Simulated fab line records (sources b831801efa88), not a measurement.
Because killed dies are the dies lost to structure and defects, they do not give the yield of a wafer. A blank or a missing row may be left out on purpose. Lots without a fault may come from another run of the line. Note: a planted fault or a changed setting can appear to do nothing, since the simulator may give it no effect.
fab line records    flow gf180mcu
[record] lots = 14  wafers = 42  last-day = 34
route steps=602 shown HV_LDD@208 NSD@246 PSD@258
lots untouched by any fault: they come from a run of this same line in which no faults occurred
start-h: the number of hours between the record's first day and the start of the first shown wafer of the lot    wait-h: time in hours since the lot's previous step    " identical to the entry in the row above    L1.1+2: a row that stands for several wafers    - either no value or no given start    * or withheld: withheld    < > ~ a bound
route shown NAME@n: NAME is a module with steps in the file, n the number in the route of the first one    usual: average and standard deviation across the fault-free wafers    same: alike in all rows    chamber/n: place in a boat    sites: per-site readings    _std_site: their standard deviation    _edge_site: outer sites' mean less inner sites'    radius-mm: for every site, how far away it sits from the centre of the wafer    mask NAME#n: copy n    behind: tool/chamber where the wafer was last shaped    hold: why the lot was held/for how many hours/how that ended    device: which transistor (n, p or np) failed to switch    end of line: tests of these same wafers at the route's end    a step without rows: its recipe alone    killed: dies that structure and defects cost at the first sort, which is not the same as the wafer's yield    map: shows each die of a wafer: x if killed, . if not, _ if none is there
set.NAME: the run value of the setting; set.NAME@STEP: its run value at that earlier step    model.NAME: the simulator's own value behind a step, which no gauge read
one table for each step of the route and one row for each wafer, over a sample of lots
services: from which hour (start-h, from the record's first day; less than 0 if before it) a tool's chamber was out of use, for how many hours, and why
[[steps]]
[step GF_HV_LDD_OVL_MEAS_32]
[usual] HV_LDD_02_OVL = 0.7/1.4
lot.wafer  tool        chamber  start-h  wait-h  HV_LDD_02_OVL[nm]
L877.1     overlay-02  -        261.51   0.1     1.5
L877.3     "           -        "        "       2.0
L877.6     "           -        "        "       0.5
L878.2     overlay-02  -        270.37   0.1     0.2
L878.3     "           -        "        "       1.0
L878.4     "           -        "        "       0.5
L881.3     overlay-01  -        297.30   0.1     0.1
L881.5     "           -        "        "       0.7
L881.6     "           -        "        "       -1.3
L882.3     overlay-01  -        304.67   0.1     2.7
L882.4     "           -        "        "       3.3
L882.5     "           -        "        "       0.8
L885.1     overlay-02  -        325.39   0.1     0.7
L885.5     "           -        "        "       0.6
L885.6     "           -        "        "       0.2
L886.2     overlay-01  -        334.65   0.1     -1.6
L886.4     "           -        "        "       -0.1
L886.6     "           -        "        "       -1.4
L889.2     overlay-01  -        355.20   0.1     1.7
L889.3     "           -        "        "       2.2
L889.5     "           -        "        "       0.2
L890.1     overlay-01  -        362.62   0.1     2.0
L890.3     "           -        "        "       0.5
L890.6     "           -        "        "       0.9
L891.3     overlay-01  -        372.80   0.1     -0.5
L891.4     "           -        "        "       0.2
L891.6     "           -        "        "       0.4
L894.3     overlay-02  -        395.83   0.1     2.4
L894.4     "           -        "        "       0.7
L894.6     "           -        "        "       1.2
L896.2     overlay-01  -        407.70   0.1     0.4
L896.5     "           -        "        "       1.4
L896.6     "           -        "        "       0.0
L897.1     overlay-01  -        415.56   0.1     1.1
L897.3     "           -        "        "       -0.2
L897.5     "           -        "        "       0.4
L898.1     overlay-02  -        428.76   0.1     0.5
L898.2     "           -        "        "       1.1
L898.6     "           -        "        "       0.1
L899.3     overlay-02  -        430.54   0.1     1.9
L899.4     "           -        "        "       -0.9
L899.5     "           -        "        "       0.3
[step GF_NSD_STRIP_11]
[recipe] chemistry = O2/N2  power-w = 1400  pressure-mtorr = 1500  platen-temp-c = 250  o2-flow-sccm = 3000  n2-flow-sccm = 300  overash-fraction = 0.5
[usual] chamber-pressure-mTorr = 1499.9/1.5  drypump-motor-current-A = 5.7/0.57  heater-power-w = 362/53  oes-product-au = 0.488/0.0048  strip-time-to-endpoint-s = 22.97/0.036
[same] overash-fraction = 0.5
lot.wafer  tool             chamber  start-h  wait-h  chamber-pressure-mTorr  drypump-motor-current-A  heater-power-w  oes-product-au  rf-hours-counter-h  strip-time-to-endpoint-s
L877.1     plasma-asher-04  0        305.10   0.1     1499.2                  5.0                      295             0.493           69                  23.01
L877.3     "                0        "        "       1499.8                  5.0                      300             0.488           -                   23.02
L877.6     "                0        "        "       1501.0                  5.1                      292             0.489           -                   23.01
L878.2     plasma-asher-04  1        314.54   0.1     1499.7                  5.2                      434             0.481           70                  22.95
L878.3     "                0        "        "       1502.0                  5.0                      298             0.485           -                   22.93
L878.4     "                1        "        "       1499.9                  5.2                      423             0.484           -                   22.92
L881.3     plasma-asher-04  0        342.94   0.1     1497.9                  5.1                      299             0.490           -                   22.97
L881.5     "                1        "        "       1502.4                  5.2                      437             0.487           -                   23.01
L881.6     "                0        "        "       1499.1                  5.1                      296             0.486           -                   22.99
L882.3     plasma-asher-04  1        352.57   0.1     1499.9                  5.2                      432             0.490           -                   22.99
L882.4     "                0        "        "       1498.8                  5.0                      301             0.491           -                   22.94
L882.5     "                1        "        "       1501.1                  5.2                      421             0.484           -                   22.94
L885.1     plasma-asher-04  0        373.85   0.1     1498.8                  5.0                      301             0.485           76                  22.97
L885.5     "                0        "        "       1499.9                  5.0                      305             0.496           -                   22.96
L885.6     "                1        "        "       1501.1                  5.2                      432             0.492           -                   22.92
L886.2     plasma-asher-02  1        384.40   0.1     1502.6                  5.7                      335             0.492           61                  22.97
L886.4     "                0        "        "       1501.5                  5.9                      360             0.494           -                   22.97
L886.6     "                0        "        "       1499.2                  5.9                      356             0.485           -                   22.95
L889.2     plasma-asher-02  1        405.00   0.1     1503.7                  5.7                      333             0.486           63                  22.99
L889.3     "                1        "        "       1497.6                  5.7                      338             0.495           -                   22.98
L889.5     "                0        "        "       1502.0                  5.9                      359             0.489           -                   22.97
L890.1     plasma-asher-02  0        412.48   0.1     1501.3                  5.9                      364             0.488           64                  23.00
L890.3     "                0        "        "       1498.9                  6.0                      355             0.482           -                   22.99
L890.6     "                1        "        "       1497.6                  5.7                      332             0.497           -                   23.02
L891.3     plasma-asher-01  0        423.12   0.1     1502.1                  6.7                      410             0.485           -                   23.00
L891.4     "                1        "        "       1500.3                  6.0                      313             0.492           -                   23.00
L891.6     "                0        "        "       1501.1                  6.6                      410             0.499           -                   23.02
L894.3     plasma-asher-04  0        446.67   0.1     1502.1                  5.0                      306             0.486           -                   22.96
L894.4     "                1        "        "       1500.0                  5.2                      419             0.480           -                   22.95
L894.6     "                1        "        "       1499.9                  5.2                      433             0.487           -                   22.94
L896.2     plasma-asher-02  0        460.59   0.1     1499.2                  5.9                      357             0.493           69                  22.97
L896.5     "                0        "        "       1499.5                  5.9                      363             0.484           -                   22.94
L896.6     "                1        "        "       1501.2                  5.7                      327             0.489           -                   22.97
L897.1     plasma-asher-02  1        468.43   0.1     1498.2                  5.7                      328             0.489           70                  23.05
L897.3     "                0        "        "       1499.9                  5.9                      367             0.491           -                   23.01
L897.5     "                0        "        "       1500.8                  5.9                      361             0.487           -                   23.00
L898.1     plasma-asher-01  0        482.14   0.1     1499.6                  6.7                      420             0.498           83                  22.88
L898.2     "                1        "        "       1497.7                  6.0                      322             0.486           83                  23.00
L898.6     "                1        "        "       1499.6                  6.0                      327             0.489           -                   22.93
L899.3     plasma-asher-04  0        483.52   0.1     1501.5                  5.0                      312             0.486           -                   22.89
L899.4     "                1        "        "       1496.6                  5.2                      436             0.484           -                   22.92
L899.5     "                1        "        "       1499.6                  5.2                      436             0.483           -                   22.92
[step GF_NSD_TW_MEAS_12]
[usual] NSD_TW = 4300/66
lot.wafer  tool           chamber  start-h  wait-h  NSD_TW
L877.1     film-metro-03  -        305.20   0.1     4356
L877.3     "              -        "        "       4360
L877.6     "              -        "        "       4344
L878.2     film-metro-02  -        314.65   0.1     4238
L878.3     "              -        "        "       4238
L878.4     "              -        "        "       4260
L881.3     film-metro-02  -        343.02   0.1     4248
L881.5     "              -        "        "       4233
L881.6     "              -        "        "       4231
L882.3     film-metro-03  -        352.65   0.1     4318
L882.4     "              -        "        "       4330
L882.5     "              -        "        "       4328
L885.1     film-metro-03  -        373.95   0.1     4363
L885.5     "              -        "        "       4407
L885.6     "              -        "        "       4376
L886.2     film-metro-02  -        384.51   0.1     4192
L886.4     "              -        "        "       4228
L886.6     "              -        "        "       4221
L889.2     film-metro-03  -        405.11   0.1     4379
L889.3     "              -        "        "       4393
L889.5     "              -        "        "       4369
L890.1     film-metro-02  -        412.58   0.1     4267
L890.3     "              -        "        "       4259
L890.6     "              -        "        "       4253
L891.3     film-metro-02  -        423.20   0.1     4234
L891.4     "              -        "        "       4255
L891.6     "              -        "        "       4250
L894.3     film-metro-02  -        446.75   0.1     4272
L894.4     "              -        "        "       4284
L894.6     "              -        "        "       4303
L896.2     film-metro-03  -        460.70   0.1     4355
L896.5     "              -        "        "       4386
L896.6     "              -        "        "       4377
L897.1     film-metro-04  -        468.53   0.1     4258
L897.3     "              -        "        "       4243
L897.5     "              -        "        "       4267
L898.1     film-metro-03  -        482.24   0.1     4385
L898.2     "              -        "        "       4381
L898.6     "              -        "        "       4414
L899.3     film-metro-03  -        483.60   0.1     4396
L899.4     "              -        "        "       4424
L899.5     "              -        "        "       4376
[step GF_PSD_STRIP_10]
[recipe] chemistry = O2/N2  power-w = 1400  pressure-mtorr = 1500  platen-temp-c = 250  o2-flow-sccm = 3000  n2-flow-sccm = 300  overash-fraction = 0.5
[usual] chamber-pressure-mTorr = 1500.0/1.4  drypump-motor-current-A = 5.9/0.49  heater-power-w = 352/35  oes-product-au = 0.592/0.0043  overash-fraction = 0.5/0  strip-time-to-endpoint-s = 16.53/0.036
lot.wafer  tool             chamber  start-h  wait-h  chamber-pressure-mTorr  drypump-motor-current-A  heater-power-w  oes-product-au  overash-fraction  rf-hours-counter-h  strip-time-to-endpoint-s
L877.1     plasma-asher-03  1        326.23   0.1     1498.3                  5.1                      331             0.597           0.5               21                  16.51
L877.3     "                0        "        "       1497.3                  5.4                      346             0.588           0.5               -                   16.54
L877.6     "                0        "        "       1499.5                  5.4                      345             0.593           0.5               -                   16.50
L878.2     plasma-asher-01  0        336.38   0.1     1497.3                  6.7                      410             0.588           0.5               68                  16.52
L878.3     "                1        "        "       1500.0                  6.0                      324             0.591           0.5               -                   16.51
L878.4     "                0        "        "       1500.7                  6.7                      411             0.588           0.5               -                   16.53
L881.3     plasma-asher-02  1        364.67   0.1     1501.4                  5.7                      328             0.602           0.5               -                   16.50
L881.5     "                0        "        "       1501.5                  5.9                      361             0.590           0.5               -                   16.53
L881.6     "                1        "        "       1499.0                  5.7                      333             0.595           0.5               -                   16.45
L882.3     plasma-asher-01  0        374.66   0.1     1500.7                  6.7                      420             0.604           0.5               -                   16.53
L882.4     "                1        "        "       1500.7                  6.0                      318             0.592           0.5               -                   16.52
L882.5     "                1        "        "       1499.6                  6.0                      321             0.593           0.5               -                   16.51
L885.1     plasma-asher-03  1        397.43   0.1     1500.4                  5.1                      331             0.591           0.5               28                  16.57
L885.5     "                1        "        "       1500.2                  5.1                      329             0.596           0.5               -                   16.57
L885.6     "                0        "        "       1500.4                  5.4                      349             0.591           0.5               -                   16.58
L886.2     plasma-asher-01  1        407.58   0.1     1501.3                  6.0                      317             0.592           0.5               75                  16.51
L886.4     "                0        "        "       1501.9                  6.7                      414             0.589           0.5               -                   16.54
L886.6     "                0        "        "       1498.6                  6.6                      409             0.588           0.5               -                   16.53
L889.2     plasma-asher-01  1        429.87   0.1     1501.4                  6.0                      314             0.597           0.5               78                  16.51
L889.3     "                1        "        "       1498.9                  6.0                      312             0.590           0.5               -                   16.52
L889.5     "                1        "        "       1499.4                  6.0                      326             0.592           0.5               -                   16.52
L890.1     plasma-asher-03  0        437.08   0.1     -                       -                        -               -               -                 -                   -
L890.3     "                1        "        "       -                       -                        -               -               -                 -                   -
L890.6     "                0        "        "       -                       -                        -               -               -                 -                   -
L891.3     plasma-asher-03  1        447.41   0.1     -                       -                        -               -               -                 -                   -
L891.4     "                0        "        "       -                       -                        -               -               -                 -                   -
L891.6     "                1        "        "       -                       -                        -               -               -                 -                   -
L894.3     plasma-asher-02  0        471.42   0.1     1501.4                  5.9                      361             0.591           0.5               -                   16.50
L894.4     "                1        "        "       1499.7                  5.7                      331             0.591           0.5               -                   16.52
L894.6     "                1        "        "       1497.6                  5.7                      323             0.587           0.5               -                   16.54
L896.2     plasma-asher-02  1        484.78   0.1     1501.1                  5.7                      329             0.591           0.5               72                  16.56
L896.5     "                0        "        "       1499.3                  5.9                      366             0.594           0.5               -                   16.63
L896.6     "                1        "        "       1501.2                  5.7                      320             0.583           0.5               -                   16.62
L897.1     plasma-asher-02  1        492.74   0.1     1501.8                  5.7                      325             0.596           0.5               73                  16.55
L897.3     "                0        "        "       1499.0                  5.9                      365             0.590           0.5               -                   16.55
L897.5     "                1        "        "       1501.0                  5.7                      327             0.596           0.5               -                   16.52
L898.1     plasma-asher-03  1        506.68   0.1     1501.0                  5.1                      324             0.584           0.5               39                  16.52
L898.2     "                0        "        "       1500.9                  5.4                      348             0.596           0.5               39                  16.49
L898.6     "                0        "        "       1498.3                  5.4                      349             0.600           0.5               -                   16.47
L899.3     plasma-asher-01  1        507.32   0.1     1499.9                  6.0                      319             0.590           0.5               -                   16.57
L899.4     "                0        "        "       1499.2                  6.7                      410             0.592           0.5               -                   16.55
L899.5     "                1        "        "       1500.5                  6.0                      324             0.597           0.5               -                   16.62
[[services]]
tool             chamber  start-h  hours  kind
plasma-asher-01  -        282.93   7.6    repair
plasma-asher-02  -        304.14   4.3    repair
plasma-asher-02  -        331.02   4.3    repair
plasma-asher-04  -        347.79   2.5    repair
plasma-asher-04  -        421.25   9.0    pm
plasma-asher-04  0        421.25   9.0    vent-cycle
plasma-asher-04  1        421.25   9.0    vent-cycle
plasma-asher-04  0        430.25   -      clean
plasma-asher-04  1        430.25   -      clean
plasma-asher-02  -        472.44   1.8    repair
plasma-asher-04  -        491.10   2.8    pm
plasma-asher-04  -        494.74   0.9    repair
[[key]]
[first-sign] step = GF_PSD_STRIP_10  reading = tool-record  direction = missing
effect none on later readings
met-at GF_PSD_STRIP_10
struck-lots L890,L891
later-rows-left-out L890.1,L890.3,L890.6,L891.3,L891.4,L891.6
sort-left-out L890.1,L890.3,L890.6,L891.3,L891.4,L891.6
tester-left-out L890,L891
not-acting-at GF_HV_LDD_OVL_MEAS_32,GF_NSD_STRIP_11,GF_NSD_TW_MEAS_12
onset-between 397.43 437.08
[fault] kind = skipped-step-whole  tool = plasma-asher-03  chamber = -  onset-h = 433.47  steps = GF_PSD_STRIP_10  scope = struck-lots-only
// tester-left-out: of these lots the tester's yield and bins aren't shown, on N5 and GAA mostly nor the transistor test; their killed dies are dies lost to structure and defects alone, not to doping, threshold or leakage, so they don't give the yield
// sort-left-out: the simulated sort isn't trusted on such a fault, so these wafers' sort isn't shown, and their yield isn't known
// later-rows-left-out: the simulator's readings of these wafers behind a module that went badly wrong aren't trusted and aren't shown, but for the sort
